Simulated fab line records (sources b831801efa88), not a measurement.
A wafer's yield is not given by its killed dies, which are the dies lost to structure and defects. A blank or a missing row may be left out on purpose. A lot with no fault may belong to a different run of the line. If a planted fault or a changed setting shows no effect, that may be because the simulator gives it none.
A sampling plan put to the test | flow gf180mcu | each of the 50 faults these records tell of, on one fab line, judged from the records of the lots it struck
What counts as the plan is the set of the line's own looks, namely the steps on the route at which a gauge or an inspection reads a wafer and does not change it. A look can be judged if struck wafers have a number there and the file gives its usual mean and standard deviation on fault-free wafers. Caught: a look later than the fault's first step finds the struck wafers' mean 4 or more of those standard deviations (sigma) from the usual mean. On the tool: the same test on the tool's own readings at the fault's steps. If the struck wafers alone have a blank record, or they carry another recipe, that too counts as caught.

THE FAULTS, as the simulator had put them in
1. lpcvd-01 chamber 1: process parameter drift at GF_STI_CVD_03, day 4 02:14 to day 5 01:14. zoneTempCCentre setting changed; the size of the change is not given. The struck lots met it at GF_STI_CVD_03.
2. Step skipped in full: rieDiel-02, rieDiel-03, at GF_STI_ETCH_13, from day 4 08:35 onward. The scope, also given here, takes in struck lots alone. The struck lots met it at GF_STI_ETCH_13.
3. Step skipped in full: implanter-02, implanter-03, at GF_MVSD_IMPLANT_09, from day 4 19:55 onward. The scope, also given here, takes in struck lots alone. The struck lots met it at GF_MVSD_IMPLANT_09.
4. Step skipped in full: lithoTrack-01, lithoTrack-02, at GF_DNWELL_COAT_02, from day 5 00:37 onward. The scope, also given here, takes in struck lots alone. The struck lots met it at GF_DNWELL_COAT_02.
5. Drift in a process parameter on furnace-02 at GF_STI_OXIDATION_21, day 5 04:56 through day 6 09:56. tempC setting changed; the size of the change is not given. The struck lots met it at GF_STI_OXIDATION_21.
6. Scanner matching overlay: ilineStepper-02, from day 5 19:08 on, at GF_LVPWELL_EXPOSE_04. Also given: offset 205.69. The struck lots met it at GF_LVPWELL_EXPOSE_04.
7. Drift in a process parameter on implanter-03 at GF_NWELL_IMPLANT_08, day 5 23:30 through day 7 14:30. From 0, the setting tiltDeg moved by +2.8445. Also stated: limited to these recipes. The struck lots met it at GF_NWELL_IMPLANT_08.
8. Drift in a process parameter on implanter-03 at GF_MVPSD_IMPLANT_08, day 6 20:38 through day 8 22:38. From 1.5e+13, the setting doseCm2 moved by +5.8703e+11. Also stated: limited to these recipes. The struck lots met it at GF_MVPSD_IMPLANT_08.
9. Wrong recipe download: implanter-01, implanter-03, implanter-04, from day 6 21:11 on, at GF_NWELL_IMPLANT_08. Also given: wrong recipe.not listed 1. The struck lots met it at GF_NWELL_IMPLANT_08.
10. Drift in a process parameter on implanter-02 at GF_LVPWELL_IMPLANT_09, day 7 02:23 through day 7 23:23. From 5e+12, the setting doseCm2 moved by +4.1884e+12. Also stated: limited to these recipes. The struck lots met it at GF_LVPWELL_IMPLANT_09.
11. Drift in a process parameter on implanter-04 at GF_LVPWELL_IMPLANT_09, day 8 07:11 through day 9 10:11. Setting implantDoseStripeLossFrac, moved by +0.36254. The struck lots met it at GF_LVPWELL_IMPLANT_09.
12. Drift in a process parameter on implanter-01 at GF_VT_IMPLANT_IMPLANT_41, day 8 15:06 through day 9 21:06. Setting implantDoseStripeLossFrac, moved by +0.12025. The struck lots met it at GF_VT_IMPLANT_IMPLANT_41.
13. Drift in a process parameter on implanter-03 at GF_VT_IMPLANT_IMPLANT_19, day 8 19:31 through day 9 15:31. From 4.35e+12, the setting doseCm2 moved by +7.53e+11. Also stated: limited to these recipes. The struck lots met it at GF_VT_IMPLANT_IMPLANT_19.
14. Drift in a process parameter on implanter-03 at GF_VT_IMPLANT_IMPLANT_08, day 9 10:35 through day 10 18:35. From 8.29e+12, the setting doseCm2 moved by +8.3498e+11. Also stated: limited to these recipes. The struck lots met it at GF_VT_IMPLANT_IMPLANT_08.
15. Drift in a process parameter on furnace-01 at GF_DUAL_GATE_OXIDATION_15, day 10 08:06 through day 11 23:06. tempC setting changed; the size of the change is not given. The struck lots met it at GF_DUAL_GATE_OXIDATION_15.
16. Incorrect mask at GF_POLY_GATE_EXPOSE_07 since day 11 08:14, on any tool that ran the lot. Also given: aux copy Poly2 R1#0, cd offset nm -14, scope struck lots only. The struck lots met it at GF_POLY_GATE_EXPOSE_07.
17. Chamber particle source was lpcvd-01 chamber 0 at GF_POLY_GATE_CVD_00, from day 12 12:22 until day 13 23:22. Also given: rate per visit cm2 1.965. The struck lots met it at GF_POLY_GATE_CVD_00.
18. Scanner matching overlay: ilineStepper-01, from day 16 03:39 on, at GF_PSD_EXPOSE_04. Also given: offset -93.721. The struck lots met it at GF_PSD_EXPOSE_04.
19. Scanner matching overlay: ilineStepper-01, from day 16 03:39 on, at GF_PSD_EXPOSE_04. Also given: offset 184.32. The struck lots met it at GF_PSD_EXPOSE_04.
20. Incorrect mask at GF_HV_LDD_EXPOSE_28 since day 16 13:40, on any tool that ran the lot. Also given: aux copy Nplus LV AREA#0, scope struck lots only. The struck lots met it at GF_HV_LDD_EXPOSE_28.
21. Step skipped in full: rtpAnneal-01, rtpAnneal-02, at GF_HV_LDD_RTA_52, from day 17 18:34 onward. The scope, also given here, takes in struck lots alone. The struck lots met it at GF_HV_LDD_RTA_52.
22. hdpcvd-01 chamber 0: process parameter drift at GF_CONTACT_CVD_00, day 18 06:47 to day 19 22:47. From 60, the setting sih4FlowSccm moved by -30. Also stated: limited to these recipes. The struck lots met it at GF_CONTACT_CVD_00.
23. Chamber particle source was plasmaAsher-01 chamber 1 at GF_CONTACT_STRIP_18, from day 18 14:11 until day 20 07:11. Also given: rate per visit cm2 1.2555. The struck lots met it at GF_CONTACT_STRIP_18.
24. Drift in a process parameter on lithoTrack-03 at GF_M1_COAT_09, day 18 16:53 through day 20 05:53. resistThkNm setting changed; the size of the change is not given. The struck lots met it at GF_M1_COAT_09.
25. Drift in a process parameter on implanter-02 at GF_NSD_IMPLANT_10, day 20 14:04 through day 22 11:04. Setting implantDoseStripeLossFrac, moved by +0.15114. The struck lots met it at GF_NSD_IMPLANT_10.
26. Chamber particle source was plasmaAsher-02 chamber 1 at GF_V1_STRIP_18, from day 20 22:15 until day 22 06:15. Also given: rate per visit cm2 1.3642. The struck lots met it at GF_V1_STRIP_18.
27. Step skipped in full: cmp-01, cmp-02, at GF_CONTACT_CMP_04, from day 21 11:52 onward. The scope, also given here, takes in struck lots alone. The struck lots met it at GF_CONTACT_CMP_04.
28. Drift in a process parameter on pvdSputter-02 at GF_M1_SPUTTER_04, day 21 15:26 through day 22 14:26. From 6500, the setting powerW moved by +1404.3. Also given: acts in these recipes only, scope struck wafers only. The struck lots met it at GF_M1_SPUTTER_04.
29. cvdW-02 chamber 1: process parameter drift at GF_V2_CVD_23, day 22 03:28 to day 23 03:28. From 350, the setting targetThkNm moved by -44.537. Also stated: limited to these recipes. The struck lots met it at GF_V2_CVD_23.
30. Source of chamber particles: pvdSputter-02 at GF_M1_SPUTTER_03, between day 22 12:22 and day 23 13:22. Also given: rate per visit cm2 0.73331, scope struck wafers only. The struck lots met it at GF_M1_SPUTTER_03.
31. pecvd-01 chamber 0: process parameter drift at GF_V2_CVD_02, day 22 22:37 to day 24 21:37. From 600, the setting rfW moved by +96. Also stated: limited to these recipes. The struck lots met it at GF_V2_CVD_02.
32. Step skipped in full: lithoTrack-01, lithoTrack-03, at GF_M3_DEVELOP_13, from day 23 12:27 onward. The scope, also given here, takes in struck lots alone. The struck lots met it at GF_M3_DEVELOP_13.
33. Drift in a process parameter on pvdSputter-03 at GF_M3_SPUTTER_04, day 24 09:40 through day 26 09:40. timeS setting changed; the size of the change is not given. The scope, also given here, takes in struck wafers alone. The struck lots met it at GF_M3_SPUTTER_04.
34. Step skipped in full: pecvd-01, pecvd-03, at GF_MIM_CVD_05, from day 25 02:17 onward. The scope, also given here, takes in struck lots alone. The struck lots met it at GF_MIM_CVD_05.
35. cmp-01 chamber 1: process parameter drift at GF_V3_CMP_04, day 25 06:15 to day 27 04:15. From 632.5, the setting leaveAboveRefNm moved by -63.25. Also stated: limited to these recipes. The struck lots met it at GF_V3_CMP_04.
36. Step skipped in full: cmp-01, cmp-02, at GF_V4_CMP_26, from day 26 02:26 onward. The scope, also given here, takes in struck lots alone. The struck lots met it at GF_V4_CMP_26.
37. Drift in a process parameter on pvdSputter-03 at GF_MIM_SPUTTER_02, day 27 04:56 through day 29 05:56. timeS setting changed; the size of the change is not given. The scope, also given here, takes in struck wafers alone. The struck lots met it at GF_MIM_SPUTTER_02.
38. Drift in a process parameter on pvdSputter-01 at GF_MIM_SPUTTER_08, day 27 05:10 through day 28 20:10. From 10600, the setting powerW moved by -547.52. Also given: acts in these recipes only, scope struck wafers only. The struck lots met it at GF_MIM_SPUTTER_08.
39. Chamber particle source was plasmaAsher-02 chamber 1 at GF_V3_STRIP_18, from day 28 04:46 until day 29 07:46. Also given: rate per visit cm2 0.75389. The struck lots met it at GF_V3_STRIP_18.
40. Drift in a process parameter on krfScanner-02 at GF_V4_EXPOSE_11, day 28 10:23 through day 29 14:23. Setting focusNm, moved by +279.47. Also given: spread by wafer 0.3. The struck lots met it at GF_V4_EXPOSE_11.
41. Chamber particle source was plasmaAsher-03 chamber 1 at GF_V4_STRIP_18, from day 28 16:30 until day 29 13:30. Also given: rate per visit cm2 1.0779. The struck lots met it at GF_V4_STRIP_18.
42. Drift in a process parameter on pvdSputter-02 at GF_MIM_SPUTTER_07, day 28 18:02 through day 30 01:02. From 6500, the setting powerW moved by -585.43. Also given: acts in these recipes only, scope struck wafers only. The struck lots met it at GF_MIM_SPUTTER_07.
43. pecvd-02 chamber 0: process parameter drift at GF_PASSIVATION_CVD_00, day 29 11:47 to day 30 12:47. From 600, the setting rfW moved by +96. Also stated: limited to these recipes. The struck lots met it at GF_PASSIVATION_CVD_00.
44. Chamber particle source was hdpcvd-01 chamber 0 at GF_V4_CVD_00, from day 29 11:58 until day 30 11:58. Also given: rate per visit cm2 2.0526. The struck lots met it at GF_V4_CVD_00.
45. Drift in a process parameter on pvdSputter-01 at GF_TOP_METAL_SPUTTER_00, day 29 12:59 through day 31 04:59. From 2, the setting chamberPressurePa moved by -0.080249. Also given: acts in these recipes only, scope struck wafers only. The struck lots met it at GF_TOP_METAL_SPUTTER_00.
46. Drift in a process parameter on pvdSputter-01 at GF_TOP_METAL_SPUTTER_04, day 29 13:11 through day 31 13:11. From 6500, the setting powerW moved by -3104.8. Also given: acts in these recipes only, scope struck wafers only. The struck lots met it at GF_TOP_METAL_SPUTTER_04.
47. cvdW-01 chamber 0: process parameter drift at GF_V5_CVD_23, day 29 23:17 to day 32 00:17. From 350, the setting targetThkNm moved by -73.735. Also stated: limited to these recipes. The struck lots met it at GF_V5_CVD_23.
48. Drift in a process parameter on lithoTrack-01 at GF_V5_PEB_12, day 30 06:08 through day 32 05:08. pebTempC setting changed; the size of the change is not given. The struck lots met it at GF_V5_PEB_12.
49. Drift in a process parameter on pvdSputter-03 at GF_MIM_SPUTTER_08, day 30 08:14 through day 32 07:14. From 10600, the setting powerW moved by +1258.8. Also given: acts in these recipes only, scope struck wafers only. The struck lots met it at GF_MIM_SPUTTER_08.
50. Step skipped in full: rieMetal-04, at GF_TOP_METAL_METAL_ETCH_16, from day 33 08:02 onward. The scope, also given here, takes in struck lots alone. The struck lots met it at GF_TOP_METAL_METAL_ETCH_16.

WHAT THE PLAN SAW
fault | on the tool itself                               | first look that catches it                      | reading, sigma                                                        | median hours from its first step to that look | hours from the fault's start to the first struck lot there | judged looks passed uncaught
1     | spikeTcCentreC -16 sigma                         | GF_STI_THK_MEAS_04                              | STI_CVD_03_THK -18                                                    | 2.0                                           | 14                                                         | 0
2     | the tool's record is blank for the struck wafers | no look after it can be judged                  | -                                                                     | -                                             | -                                                          | 0
3     | the tool's record is blank for the struck wafers | GF_MVSD_TW_MEAS_11                              | MVSD_TW -5.0                                                          | 0.2                                           | 4                                                          | 0
4     | the tool's record is blank for the struck wafers | GF_NWELL_TW_MEAS_11                             | NWELL_TW +20                                                          | 23.1                                          | 25                                                         | 0
5     | tubeCenterTempC -99 or beyond sigma              | GF_STI_THK_MEAS_22                              | STI_OXIDATION_01_THK -26                                              | 1.1                                           | 3                                                          | 0
6     | under 2 sigma                                    | GF_LVPWELL_OVL_MEAS_07                          | LVPWELL_OVL +99 or beyond                                             | 7.2                                           | 12                                                         | 0
7     | tiltDeg +99 or beyond sigma                      | GF_NWELL_TW_MEAS_11                             | NWELL_TW +11                                                          | 0.4                                           | 8                                                          | 0
8     | doseIonsCm2 +37 sigma                            | GF_VT_IMPLANT_RS_MEAS_49                        | MVPSD_RS -8.5                                                         | 67.7                                          | 73                                                         | 0
9     | under 2 sigma                                    | GF_NWELL_TW_MEAS_11                             | NWELL_TW +65                                                          | 0.4                                           | 4                                                          | 0
10    | doseIonsCm2 +99 or beyond sigma                  | GF_LVPWELL_TW_MEAS_11                           | LVPWELL_TW +5.7                                                       | 0.2                                           | 3                                                          | 0
11    | no reading that can be judged                    | GF_VT_IMPLANT_RS_MEAS_48                        | LVPWELL_RS +15                                                        | 111.4                                         | 113                                                        | 1
12    | under 2 sigma                                    | GF_VT_IMPLANT_TW_MEAS_43                        | VT_IMPLANT_4_TW -4.7                                                  | 0.2                                           | 5                                                          | 0
13    | doseIonsCm2 +99 or beyond sigma                  | GF_VT_IMPLANT_TW_MEAS_21                        | VT_IMPLANT_2_TW +8.6                                                  | 0.2                                           | 8                                                          | 0
14    | doseIonsCm2 +93 sigma                            | GF_VT_IMPLANT_TW_MEAS_10                        | VT_IMPLANT_TW +4.0                                                    | 0.2                                           | 9                                                          | 0
15    | tubeCenterTempC +99 or beyond sigma              | no look after it can be judged                  | -                                                                     | -                                             | -                                                          | 0
16    | under 2 sigma                                    | GF_POLY_GATE_CD_MEAS_10                         | cdNm -11                                                              | 9.2                                           | 11                                                         | 0
17    | under 2 sigma                                    | none of the 2 looks that can be judged after it | -                                                                     | -                                             | -                                                          | 2
18    | no reading that can be judged                    | GF_PSD_OVL_MEAS_08                              | PSD_OVL -72                                                           | 11.5                                          | 43                                                         | 0
19    | no reading that can be judged                    | GF_PSD_OVL_MEAS_08                              | PSD_OVL +99 or beyond                                                 | 11.5                                          | 43                                                         | 0
20    | no reading that can be judged                    | GF_HV_LDD_TW_MEAS_38                            | HV_LDD_3_TW -99 or beyond                                             | 11.7                                          | 15                                                         | 0
21    | the tool's record is blank for the struck wafers | no look after it can be judged                  | -                                                                     | -                                             | -                                                          | 0
22    | sih4FlowSccm -99 or beyond sigma                 | GF_CONTACT_THK_MEAS_01                          | CONTACT_CVD_00_THK -43                                                | 0.1                                           | 2                                                          | 0
23    | under 2 sigma                                    | no look after it can be judged                  | -                                                                     | -                                             | -                                                          | 0
24    | no reading that can be judged                    | none of the 2 looks that can be judged after it | -                                                                     | -                                             | -                                                          | 2
25    | under 2 sigma                                    | GF_PSD_RS_MEAS_14                               | NSD_RS +6.8                                                           | 24.1                                          | 27                                                         | 0
26    | under 2 sigma                                    | none of the 3 looks that can be judged after it | -                                                                     | -                                             | -                                                          | 3
27    | the tool's record is blank for the struck wafers | no look after it can be judged                  | -                                                                     | -                                             | -                                                          | 0
28    | cathodeDcPowerW +99 or beyond sigma              | none of the 2 looks that can be judged after it | strongest: M1_ALCU_THK at GF_M1_THK_MEAS_06, -3.3                     | -                                             | -                                                          | 2
29    | under 2 sigma                                    | GF_V2_RS_MEAS_24                                | V2_W_RS +14                                                           | 0.1                                           | 3                                                          | 0
30    | under 2 sigma                                    | none of the 2 looks that can be judged after it | -                                                                     | -                                             | -                                                          | 2
31    | rfFwdPowerW +48 sigma                            | none of the 2 looks that can be judged after it | strongest: V2_CVD_02_THK at GF_V2_THK_MEAS_03, +3.0                   | -                                             | -                                                          | 2
32    | no reading that can be judged                    | no look after it can be judged                  | -                                                                     | -                                             | -                                                          | 0
33    | under 2 sigma                                    | none of the 7 looks that can be judged after it | -                                                                     | -                                             | -                                                          | 7
34    | the tool's record is blank for the struck wafers | no look after it can be judged                  | -                                                                     | -                                             | -                                                          | 0
35    | timeToEndpointS +4.2 sigma                       | no look after it can be judged                  | -                                                                     | -                                             | -                                                          | 0
36    | the tool's record is blank for the struck wafers | no look after it can be judged                  | -                                                                     | -                                             | -                                                          | 0
37    | under 2 sigma                                    | no look after it can be judged                  | -                                                                     | -                                             | -                                                          | 0
38    | cathodeDcPowerW -99 or beyond sigma              | GF_MIM_RS_MEAS_10                               | MIM_ALCU_RS +4.5                                                      | 0.1                                           | 3                                                          | 0
39    | under 2 sigma                                    | none of the 2 looks that can be judged after it | -                                                                     | -                                             | -                                                          | 2
40    | exposureDoseMJCm2 -5.1 sigma                     | not the one look that can be judged after it    | strongest: cdNm at GF_V4_CD_MEAS_14, +3.7                             | -                                             | -                                                          | 1
41    | under 2 sigma                                    | no look after it can be judged                  | -                                                                     | -                                             | -                                                          | 0
42    | cathodeDcPowerW -99 or beyond sigma              | no look after it can be judged                  | -                                                                     | -                                             | -                                                          | 0
43    | rfFwdPowerW +44 sigma                            | none of the 2 looks that can be judged after it | strongest: PASSIVATION_CVD_00_THK at GF_PASSIVATION_THK_MEAS_01, +3.8 | -                                             | -                                                          | 2
44    | no reading that can be judged                    | not the one look that can be judged after it    | -                                                                     | -                                             | -                                                          | 1
45    | chamberPressurePa -20 sigma                      | no look after it can be judged                  | -                                                                     | -                                             | -                                                          | 0
46    | cathodeDcPowerW -99 or beyond sigma              | none of the 4 looks that can be judged after it | -                                                                     | -                                             | -                                                          | 4
47    | under 2 sigma                                    | GF_V5_RS_MEAS_24                                | V5_W_RS +29                                                           | 0.1                                           | 2                                                          | 0
48    | heaterPowerTotalW +21 sigma                      | GF_V5_CD_MEAS_14                                | cdNm +4.6                                                             | 0.3                                           | 10                                                         | 0
49    | cathodeDcPowerW +99 or beyond sigma              | GF_MIM_RS_MEAS_10                               | MIM_ALCU_RS -11                                                       | 0.1                                           | 15                                                         | 0
50    | the tool's record is blank for the struck wafers | no look after it can be judged                  | -                                                                     | -                                             | -                                                          | 0
A dash: the fault isn't caught, or these records don't give the number.

Caught at a look: 24 of 50. Caught on the tool: 28 of 50. By one or the other: 39 of 50.
Faults caught by the tool alone: 2, 15, 21, 27, 28, 31, 34, 35, 36, 40, 42, 43, 45, 46, 50.
Caught at a look alone: faults 6, 9, 11, 12, 16, 18, 19, 20, 25, 29, 47.
Caught by neither: faults 17, 23, 24, 26, 30, 32, 33, 37, 39, 41, 44.

THINNER SAMPLING
Were the look that catches a fault to measure just every second or every third lot (counted by lot number), the first struck lot would, at worst, be measured this late:
fault | struck lots at that look, in order of time | every lot | every second lot | every third lot
1     | L339                                       | 14 h      | may miss it      | may miss it
3     | L864, L865                                 | 4 h       | 8 h              | may miss all 2
4     | L934, L935                                 | 25 h      | 31 h             | may miss all 2
5     | L415, L417                                 | 3 h       | may miss all 2   | may miss all 2
6     | L828, L829                                 | 12 h      | 16 h             | may miss all 2
7     | L130, L132                                 | 8 h       | may miss all 2   | may miss all 2
8     | L497, L498, L504                           | 73 h      | 76 h             | may miss all 3
9     | L115, L116, L117                           | 4 h       | 10 h             | 15 h
10    | L954, L956                                 | 3 h       | may miss all 2   | may miss all 2
11    | L827, L828, L829                           | 113 h     | 121 h            | 124 h
12    | L462, L464, L465                           | 5 h       | 30 h             | may miss all 3
13    | L515, L516                                 | 8 h       | 16 h             | may miss all 2
14    | L244, L246                                 | 9 h       | may miss all 2   | may miss all 2
16    | L780                                       | 11 h      | may miss it      | may miss it
18    | L462, L463                                 | 43 h      | 49 h             | may miss all 2
19    | L656, L657                                 | 43 h      | 49 h             | may miss all 2
20    | L188                                       | 15 h      | may miss it      | may miss it
22    | L962, L963, L964                           | 2 h       | 18 h             | 23 h
25    | L605, L606                                 | 27 h      | 31 h             | may miss all 2
29    | L426, L427                                 | 3 h       | 17 h             | may miss all 2
38    | L971                                       | 3 h       | may miss it      | may miss it
47    | L327, L329                                 | 2 h       | may miss all 2   | may miss all 2
48    | L707, L713                                 | 10 h      | may miss all 2   | may miss all 2
49    | L434                                       | 15 h      | may miss it      | may miss it
Hours: fault start to first struck lot measured. 4 sigma limit: tested on the pooled struck wafers, so a lone lot may be under it. Other struck lots may not be in these records.

THE LONGEST TIMED WAY FROM STEP TO LOOK
Fault 11: a median of 111.4 hours passes between GF_LVPWELL_IMPLANT_09 and GF_VT_IMPLANT_RS_MEAS_48. The look between them that can be judged stayed within 4 sigma: GF_MVSD_OVL_MEAS_07.
